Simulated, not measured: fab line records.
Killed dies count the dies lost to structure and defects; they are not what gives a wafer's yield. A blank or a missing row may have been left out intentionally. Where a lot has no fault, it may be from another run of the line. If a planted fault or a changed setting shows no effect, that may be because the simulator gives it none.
fab line records ; flow sky130
record: lots: 14; wafers: 42; last_day: 50
route steps=708 shown FIELD_ISO@24 NWELL@73 VT_ADJUST_HVTP@95
lots untouched by any fault: they come from a run of this same line in which no faults occurred
start_h: hours from the record's first day to the start of the lot's first wafer shown ; wait_h: hours since the lot's step before ; " identical to the entry in the row above ; L1.1+2: several wafers, shown together as one row ; - value missing, or start not given ; * or withheld: withheld ; < > ~ a bound
route shown NAME@n: a module of which the file shows steps, and the number in the route of the first ; usual: average and standard deviation across the fault-free wafers ; same: alike in all rows ; chamber/n: place in a boat ; sites: per-site readings ; _std_site: their standard deviation ; _edge_site: inner sites' mean taken away from outer sites' mean ; radius_mm: for every site, how far away it sits from the centre of the wafer ; mask NAME#n: copy n ; behind: the tool/chamber that last shaped the wafer ; hold: why the lot was held/for how many hours/how that ended ; device: the transistor (n, p or np) that didn't switch ; end of line: at the end of the route, the tests of the same wafers ; a step given without rows: its recipe and nothing more ; killed: dies lost to structure and defects at the first sort, not the wafer's yield ; map: shows each die of a wafer: x if killed, . if not, _ if none is there
set.NAME: the setting as run; set.NAME@STEP: as run at that earlier step ; model.NAME: the simulator's own value behind a step, which no gauge read
a sample of lots followed through the steps of the route, with each step as a table and each wafer as a row
services: when a tool's chamber went out of use (start_h, in hours from the record's first day, below 0 if earlier), for how many hours, and the reason
== steps ==
step: SKY_FIELD_ISO_THK_MEAS_23
recipe: reads: SiO2_of_FIELD_ISO_OXIDATION_22
usual: FIELD_ISO_OXIDATION_01_THK: 10.09/0.19
lot.wafer;tool;chamber;start_h;wait_h;FIELD_ISO_OXIDATION_01_THK[nm]
L305.2;film_metro-02;-;45.13;0.1;10.60
L305.3;film_metro-02;-;45.13;0.1;10.37
L305.4;film_metro-02;-;45.13;0.1;10.48
L307.1;film_metro-01;-;55.11;0.1;10.00
L307.2;film_metro-01;-;55.11;0.1;10.04
L307.3;film_metro-01;-;55.11;0.1;10.02
L308.2;film_metro-01;-;58.45;0.0;9.92
L308.5;film_metro-01;-;58.45;0.0;9.94
L308.6;film_metro-01;-;58.45;0.0;9.87
L309.3;film_metro-01;-;63.48;0.0;10.23
L309.4;film_metro-01;-;63.48;0.0;10.00
L309.6;film_metro-01;-;63.48;0.0;10.26
L310.2;film_metro-03;-;70.92;0.0;10.33
L310.4;film_metro-03;-;70.92;0.0;10.24
L310.5;film_metro-03;-;70.92;0.0;10.45
L311.1;film_metro-03;-;76.50;0.0;10.45
L311.2;film_metro-03;-;76.50;0.0;10.38
L311.4;film_metro-03;-;76.50;0.0;10.43
L312.1;film_metro-02;-;81.93;0.0;10.14
L312.4;film_metro-02;-;81.93;0.0;10.22
L312.6;film_metro-02;-;81.93;0.0;10.35
L313.1;film_metro-03;-;90.31;0.0;10.05
L313.2;film_metro-03;-;90.31;0.0;10.01
L313.3;film_metro-03;-;90.31;0.0;10.01
L314.1;film_metro-02;-;90.31;0.0;10.17
L314.5;film_metro-02;-;90.31;0.0;10.02
L314.6;film_metro-02;-;90.31;0.0;10.20
L318.2;film_metro-03;-;108.74;0.0;9.79
L318.3;film_metro-03;-;108.74;0.0;9.62
L318.5;film_metro-03;-;108.74;0.0;9.78
L319.2;film_metro-03;-;118.31;0.0;9.80
L319.3;film_metro-03;-;118.31;0.0;9.99
L319.5;film_metro-03;-;118.31;0.0;9.83
L323.1;film_metro-02;-;137.90;0.0;9.77
L323.2;film_metro-02;-;137.90;0.0;9.89
L323.4;film_metro-02;-;137.90;0.0;10.00
L324.1;film_metro-02;-;143.45;0.0;9.95
L324.2;film_metro-02;-;143.45;0.0;10.09
L324.5;film_metro-02;-;143.45;0.0;10.01
L325.2;film_metro-03;-;145.86;0.0;9.86
L325.3;film_metro-03;-;145.86;0.0;9.90
L325.5;film_metro-03;-;145.86;0.0;9.87
step: SKY_FIELD_ISO_CMP_27
recipe: stop_on: Si3N4; t_overpolish_s: 16; down_force_psi: 4; platen_rpm: 60; target_thk_nm: 457.8; pad_velocity_m_s: 0.94248
usual: motor_current_A: 11.5/1.3; overpolish_run_s: 16.000/0.0088; slurry_filter_dp_kPa: 13.51/0.14; time_to_endpoint_s: 108/4.9
lot.wafer;tool;chamber;start_h;wait_h;motor_current_A;overpolish_run_s;slurry_filter_dp_kPa;time_to_endpoint_s
L305.4;cmp-01;1;46.81;0.0;11.2;16.002;13.65;117
L305.3;cmp-01;2;46.81;0.0;12.0;15.995;13.27;107
L305.2;cmp-01;0;46.81;0.0;9.9;15.998;13.41;117
L307.1;cmp-02;3;56.80;0.0;11.6;16.024;13.65;104
L307.3;cmp-02;0;56.80;0.0;12.1;15.993;13.74;111
L307.2;cmp-02;1;56.80;0.0;10.0;15.996;13.31;104
L308.2;cmp-02;1;61.63;0.1;9.6;16.002;13.47;106
L308.5;cmp-02;2;61.63;0.1;14.3;15.999;13.42;103
L308.6;cmp-02;3;61.63;0.1;11.4;15.996;13.41;105
L309.4;cmp-02;0;65.72;0.0;12.3;16.001;13.36;112
L309.3;cmp-02;1;65.72;0.0;10.0;16.001;13.25;107
L309.6;cmp-02;0;65.72;0.0;12.3;16.014;13.66;110
L310.2;cmp-02;1;74.07;0.1;10.1;16.009;13.31;108
L310.4;cmp-02;3;74.07;0.1;11.2;15.995;13.45;101
L310.5;cmp-02;0;74.07;0.1;12.0;15.985;13.56;111
L311.1;cmp-01;1;84.59;0.0;11.9;15.995;13.39;104
L311.4;cmp-01;2;84.59;0.0;12.1;16.004;13.21;104
L311.2;cmp-01;3;84.59;0.0;10.2;16.002;13.46;105
L312.1;cmp-02;2;84.64;0.1;14.4;16.019;13.51;102
L312.4;cmp-02;0;84.64;0.1;12.3;16.004;13.59;110
L312.6;cmp-02;1;84.64;0.1;9.7;15.995;13.39;106
L313.3;cmp-02;1;94.45;0.1;10.1;15.994;13.66;110
L313.2;cmp-02;2;94.45;0.1;14.1;16.015;13.42;106
L313.1;cmp-02;3;94.45;0.1;11.6;15.993;13.52;102
L314.1;cmp-01;2;94.45;0.1;12.3;15.990;13.40;101
L314.5;cmp-01;1;94.45;0.1;12.3;16.005;13.31;109
L314.6;cmp-01;2;94.45;0.1;12.5;16.003;13.84;103
L318.2;cmp-02;0;111.73;0.1;11.6;16.005;13.42;110
L318.3;cmp-02;1;111.73;0.1;9.8;15.987;13.47;111
L318.5;cmp-02;0;111.73;0.1;12.1;16.002;13.65;109
L319.3;cmp-01;2;120.04;0.1;11.6;16.001;13.55;110
L319.2;cmp-01;0;120.04;0.1;9.9;16.008;13.59;117
L319.5;cmp-01;2;120.04;0.1;12.7;15.994;13.55;111
L323.1;cmp-01;3;139.59;0.0;10.1;15.991;13.49;108
L323.2;cmp-01;0;139.59;0.0;9.5;16.019;13.56;109
L323.4;cmp-01;1;139.59;0.0;11.6;15.997;13.43;104
L324.2;cmp-01;3;145.24;0.1;10.8;15.997;13.49;108
L324.1;cmp-01;0;145.24;0.1;9.8;15.989;13.47;112
L324.5;cmp-01;2;145.24;0.1;12.2;16.018;13.61;104
L325.2;cmp-02;2;148.15;0.0;14.4;15.995;13.51;104
L325.3;cmp-02;3;148.15;0.0;11.8;16.001;13.58;106
L325.5;cmp-02;2;148.15;0.0;13.5;15.992;13.60;107
step: SKY_NWELL_EXPOSE_20
recipe: mask_id: NWM_COMPLEMENT; na: 0.6; source_shape: conventional; sigma_outer: 0.6; polarization: unpolarized; target_cd_nm: 840; dose_mj: 260
usual: exposure_dose_mJ_cm2: 260.02/0.24; focus_offset_nm: -0.1/0.5
lot.wafer;tool;chamber;start_h;wait_h;mask;exposure_dose_mJ_cm2;focus_offset_nm
L305.2;iline_stepper-01;0;110.04;-;NWM_COMPLEMENT#0;259.99;0.0
L305.3;iline_stepper-01;0;110.04;-;NWM_COMPLEMENT#0;260.05;-0.4
L305.4;iline_stepper-01;0;110.04;-;NWM_COMPLEMENT#0;259.81;-0.5
L307.1;iline_stepper-02;0;121.32;-;NWM_COMPLEMENT#0;259.90;-0.1
L307.2;iline_stepper-02;0;121.32;-;NWM_COMPLEMENT#0;259.72;-0.7
L307.3;iline_stepper-02;0;121.32;-;NWM_COMPLEMENT#0;260.02;-0.5
L308.2;iline_stepper-01;0;126.54;-;NWM_COMPLEMENT#0;260.41;0.4
L308.5;iline_stepper-01;0;126.54;-;NWM_COMPLEMENT#0;260.38;-0.1
L308.6;iline_stepper-01;0;126.54;-;NWM_COMPLEMENT#0;260.54;-0.3
L309.3;iline_stepper-01;0;131.01;-;NWM_COMPLEMENT#0;260.02;-0.8
L309.4;iline_stepper-01;0;131.01;-;NWM_COMPLEMENT#0;260.29;-0.2
L309.6;iline_stepper-01;0;131.01;-;NWM_COMPLEMENT#0;260.32;-0.5
L310.2;iline_stepper-02;0;141.77;-;NWM_COMPLEMENT#0;259.95;0.1
L310.4;iline_stepper-02;0;141.77;-;NWM_COMPLEMENT#0;259.84;0.1
L310.5;iline_stepper-02;0;141.77;-;NWM_COMPLEMENT#0;259.63;0.1
L311.1;iline_stepper-01;0;159.15;-;NWM_COMPLEMENT#0;260.11;0.0
L311.2;iline_stepper-01;0;159.15;-;NWM_COMPLEMENT#0;260.12;0.0
L311.4;iline_stepper-01;0;159.15;-;NWM_COMPLEMENT#0;259.87;0.2
L312.1;iline_stepper-02;0;159.57;-;NWM_COMPLEMENT#0;259.92;-0.4
L312.4;iline_stepper-02;0;159.57;-;NWM_COMPLEMENT#0;260.07;0.1
L312.6;iline_stepper-02;0;159.57;-;NWM_COMPLEMENT#0;259.97;-1.2
L313.1;iline_stepper-02;0;166.20;-;NWM_COMPLEMENT#0;259.60;0.1
L313.2;iline_stepper-02;0;166.20;-;NWM_COMPLEMENT#0;260.12;0.1
L313.3;iline_stepper-02;0;166.20;-;NWM_COMPLEMENT#0;259.98;0.0
L314.1;iline_stepper-02;0;168.09;-;NWM_COMPLEMENT#0;260.36;-0.4
L314.5;iline_stepper-02;0;168.09;-;NWM_COMPLEMENT#0;260.13;-0.5
L314.6;iline_stepper-02;0;168.09;-;NWM_COMPLEMENT#0;260.20;-0.2
L318.2;iline_stepper-01;-;185.79;-;NWM_COMPLEMENT#0;-;-
L318.3;iline_stepper-01;-;185.79;-;NWM_COMPLEMENT#0;-;-
L318.5;iline_stepper-01;-;185.79;-;NWM_COMPLEMENT#0;-;-
L319.2;iline_stepper-02;-;192.84;-;NWM_COMPLEMENT#0;-;-
L319.3;iline_stepper-02;-;192.84;-;NWM_COMPLEMENT#0;-;-
L319.5;iline_stepper-02;-;192.84;-;NWM_COMPLEMENT#0;-;-
L323.1;iline_stepper-01;0;216.83;-;NWM_COMPLEMENT#0;260.26;-0.8
L323.2;iline_stepper-01;0;216.83;-;NWM_COMPLEMENT#0;259.68;-0.6
L323.4;iline_stepper-01;0;216.83;-;NWM_COMPLEMENT#0;259.55;-0.2
L324.1;iline_stepper-02;0;223.65;-;NWM_COMPLEMENT#0;259.74;0.4
L324.2;iline_stepper-02;0;223.65;-;NWM_COMPLEMENT#0;259.91;0.6
L324.5;iline_stepper-02;0;223.65;-;NWM_COMPLEMENT#0;259.84;0.2
L325.2;iline_stepper-02;0;225.50;-;NWM_COMPLEMENT#0;260.14;0.1
L325.3;iline_stepper-02;0;225.50;-;NWM_COMPLEMENT#0;259.98;-0.1
L325.5;iline_stepper-02;0;225.50;-;NWM_COMPLEMENT#0;260.19;-0.3
step: SKY_VT_ADJUST_HVTP_STRIP_10
recipe: chemistry: O2/N2; power_w: 1400; pressure_mtorr: 1500; platen_temp_c: withheld; o2_flow_sccm: 3000; n2_flow_sccm: 300; overash_fraction: 0.5
usual: drypump_motor_current_A: 6.0/0.54; o2_flow_sccm: 2999/8.9; oes_product_au: 0.715/0.0046; strip_time_to_endpoint_s: 14.19/0.038
lot.wafer;tool;chamber;start_h;wait_h;drypump_motor_current_A;o2_flow_sccm;oes_product_au;rf_hours_counter_h;strip_time_to_endpoint_s
L305.2;plasma_asher-02;0;138.06;0.1;5.1;3002;0.714;2;14.17
L305.3;plasma_asher-02;1;138.06;0.1;6.6;3006;0.709;-;14.19
L305.4;plasma_asher-02;0;138.06;0.1;5.1;2982;0.714;-;14.17
L307.1;plasma_asher-01;0;150.33;0.1;6.5;2990;0.718;44;14.11
L307.2;plasma_asher-01;1;150.33;0.1;5.7;3005;0.711;44;14.12
L307.3;plasma_asher-01;1;150.33;0.1;5.7;2996;0.713;-;14.13
L308.2;plasma_asher-02;1;157.11;0.1;6.6;2985;0.717;4;14.27
L308.5;plasma_asher-02;1;157.11;0.1;6.6;2994;0.722;-;14.24
L308.6;plasma_asher-02;0;157.11;0.1;5.1;3009;0.729;-;14.23
L309.3;plasma_asher-01;1;161.04;0.1;5.7;3004;0.714;-;14.17
L309.4;plasma_asher-01;0;161.04;0.1;6.5;3004;0.714;-;14.22
L309.6;plasma_asher-01;0;161.04;0.1;6.5;3006;0.713;-;14.20
L310.2;plasma_asher-02;1;172.98;0.1;6.6;2989;0.710;5;14.17
L310.4;plasma_asher-02;0;172.98;0.1;5.1;2996;0.718;-;14.20
L310.5;plasma_asher-02;1;172.98;0.1;6.6;2999;0.726;-;14.17
L311.1;plasma_asher-02;0;190.71;0.1;5.1;2984;0.724;7;14.23
L311.2;plasma_asher-02;1;190.71;0.1;6.5;3004;0.717;7;14.25
L311.4;plasma_asher-02;0;190.71;0.1;5.1;2977;0.714;-;14.21
L312.1;plasma_asher-03;1;191.74;0.1;5.7;3008;0.710;51;14.18
L312.4;plasma_asher-03;0;191.74;0.1;6.0;3000;0.714;-;14.13
L312.6;plasma_asher-03;0;191.74;0.1;6.1;2989;0.719;-;14.15
L313.1;plasma_asher-01;0;197.35;0.1;6.4;3004;0.714;49;14.19
L313.2;plasma_asher-01;1;197.35;0.1;5.7;3001;0.708;49;14.14
L313.3;plasma_asher-01;0;197.35;0.1;6.4;3029;0.710;-;14.18
L314.1;plasma_asher-01;1;199.80;0.1;5.7;3007;0.719;49;14.19
L314.5;plasma_asher-01;0;199.80;0.1;6.5;2987;0.705;-;14.17
L314.6;plasma_asher-01;1;199.80;0.1;5.7;2990;0.722;-;14.15
L318.2;plasma_asher-02;1;218.11;0.1;6.6;2998;0.719;10;14.20
L318.3;plasma_asher-02;0;218.11;0.1;5.1;2987;0.712;-;14.18
L318.5;plasma_asher-02;0;218.11;0.1;5.1;2995;0.716;-;14.24
L319.2;plasma_asher-03;0;226.70;0.1;6.0;3003;0.720;55;14.26
L319.3;plasma_asher-03;1;226.70;0.1;5.7;3002;0.717;-;14.22
L319.5;plasma_asher-03;1;226.70;0.1;5.7;3000;0.708;-;14.21
L323.1;plasma_asher-03;0;252.85;0.1;6.0;3008;0.714;57;14.21
L323.2;plasma_asher-03;1;252.85;0.1;5.7;3008;0.719;57;14.20
L323.4;plasma_asher-03;1;252.85;0.1;5.7;3009;0.713;-;14.25
L324.1;plasma_asher-02;0;260.55;0.1;5.1;3003;0.708;14;14.19
L324.2;plasma_asher-02;1;260.55;0.1;6.6;2991;0.715;14;14.17
L324.5;plasma_asher-02;0;260.55;0.1;5.1;3010;0.711;-;14.21
L325.2;plasma_asher-03;0;262.90;0.1;6.0;2989;0.711;58;14.17
L325.3;plasma_asher-03;1;262.90;0.1;5.7;3000;0.720;-;14.18
L325.5;plasma_asher-03;1;262.90;0.1;5.8;3000;0.712;-;14.17
== services ==
tool;chamber;start_h;hours;kind
plasma_asher-02;-;34.83;1.9;repair
cmp-01;-;34.86;0.6;repair
cmp-02;-;39.44;5.5;repair
plasma_asher-01;-;47.82;15.6;pm
iline_stepper-01;-;52.50;1.7;pm
cmp-01;-;64.00;4.0;pm
cmp-01;-;72.95;2.2;repair
iline_stepper-02;0;100.27;-;calibration
cmp-02;-;101.98;2.6;repair
plasma_asher-02;-;108.75;9.0;pm
cmp-02;-;121.58;0.4;repair
iline_stepper-01;-;144.83;0.8;repair
iline_stepper-01;-;166.07;0.6;repair
cmp-02;-;171.53;9.4;pm
cmp-01;-;172.95;1.7;repair
cmp-02;-;199.89;0.5;repair
iline_stepper-02;-;203.89;1.7;pm
cmp-01;-;214.09;1.0;repair
cmp-02;-;214.96;4.1;repair
plasma_asher-02;-;219.84;0.4;repair
cmp-02;-;227.41;0.5;repair
cmp-02;-;232.00;4.0;pm
iline_stepper-02;-;254.39;0.8;repair
cmp-02;-;256.01;3.7;repair
== key ==
first_sign: step: SKY_NWELL_EXPOSE_20; reading: tool_record; direction: missing
effect none on later readings
met_at SKY_NWELL_EXPOSE_20
struck_lots L318,L319
sort_left_out L318.2,L318.3,L318.5,L319.2,L319.3,L319.5
tester_left_out L318,L319
not_acting_at SKY_FIELD_ISO_THK_MEAS_23,SKY_FIELD_ISO_CMP_27,SKY_VT_ADJUST_HVTP_STRIP_10
onset_between 168.09 185.79
fault: kind: skipped_step_whole; tool: iline_stepper-01,iline_stepper-02; chamber: -; onset_h: 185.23; steps: SKY_NWELL_EXPOSE_20; scope: struck_lots_only
tester_left_out: of these lots the tester's yield and bins aren't shown, on N5 and GAA mostly nor the transistor test; their killed dies are dies lost to structure and defects alone, not to doping, threshold or leakage, so they don't give the yield
sort_left_out: the simulated sort isn't trusted on such a fault, so these wafers' sort isn't shown, and their yield isn't known
